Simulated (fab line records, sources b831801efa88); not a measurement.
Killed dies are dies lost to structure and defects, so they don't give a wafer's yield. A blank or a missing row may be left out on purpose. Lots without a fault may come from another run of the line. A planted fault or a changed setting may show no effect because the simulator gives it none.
One fault seen from 2 desks | flow sfq_line | each desk has only its own numbers; what lay behind them comes last

THE TOOL OWNER'S DESK: cmp-01
The tool's own readings at SFQ_TRILAYER_I4_CMP_CMP_100 (polishes SiO2): means of the sampled wafers that have a number, for each lot that ran on this tool. A lot is out of limits, marked OUT, if its mean lies more than 4 standard deviations from the usual mean; the brackets give that distance.
Columns: A = motor_current_A at SFQ_TRILAYER_I4_CMP_CMP_100, usual 10.5 A; B = platen_rpm at SFQ_TRILAYER_I4_CMP_CMP_100, usual 60.00 rpm; C = time_to_endpoint_s at SFQ_TRILAYER_I4_CMP_CMP_100, usual 216 s
lot  | first seen here | A    | B     | C
L755 | day 47 01:16    | 10.2 | 60.00 | 216
L756 | day 47 16:59    | 10.2 | 59.95 | 223
L764 | day 56 06:27    | 10.2 | 60.00 | 215
L766 | day 56 11:57    | 10.6 | 60.09 | 149 (-12) OUT
L769 | day 56 20:57    | 10.9 | 59.98 | 188 (-5.0) OUT
L770 | day 60 23:18    | 10.3 | 59.99 | 215
L771 | day 61 03:18    | 11.3 | 59.98 | 212
L772 | day 61 05:18    | 10.1 | 59.98 | 219
This desk's finding: out of limits on L766, L769; first on L766, day 56 11:57 (time_to_endpoint_s at SFQ_TRILAYER_I4_CMP_CMP_100). In limits: L755, L756, L764, L770, L771, L772.

THE METROLOGY DESK
What the gauges read, lot by lot, whatever tool the lot ran on: means of the sampled wafers that have a number. A lot is out of limits, marked OUT, if its mean lies more than 4 standard deviations from the usual mean; the brackets give that distance.
Columns: A = I4_OVL at SFQ_I4_OVL_MEAS_928, usual -2 nm
lot  | first seen here | A
L752 | day 46 17:54    | -6
L755 | day 49 03:58    | -5
L756 | day 49 05:10    | -5
L757 | day 49 06:21    | 0
L764 | day 56 16:29    | 1
L766 | day 56 23:38    | -3
L768 | day 57 02:02    | -10
L769 | day 58 05:24    | -6
L770 | day 61 05:31    | 1
L771 | day 61 08:23    | -0
L772 | day 61 11:23    | -8
L773 | day 61 12:46    | -3
L774 | day 61 19:01    | -3
L775 | day 62 01:49    | 8
This desk's finding: nothing out of limits on any of the 14 lots.

PUT TOGETHER
The tool owner's desk could have raised an alarm at day 56 11:57, on L766, L769.
The metrology desk saw nothing out of limits.
The metrology desk has L766, L769 on record, within its limits.
Of the lots named, all ran SFQ_TRILAYER_I4_CMP_CMP_100 on cmp-01.

WHAT THE SIMULATOR HAD PUT IN
Process parameter drift: cmp-01, from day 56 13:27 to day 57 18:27, at SFQ_TRILAYER_I4_CMP_CMP_100. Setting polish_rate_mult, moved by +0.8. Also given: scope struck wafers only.
Lots struck among those shown: L766, L769.
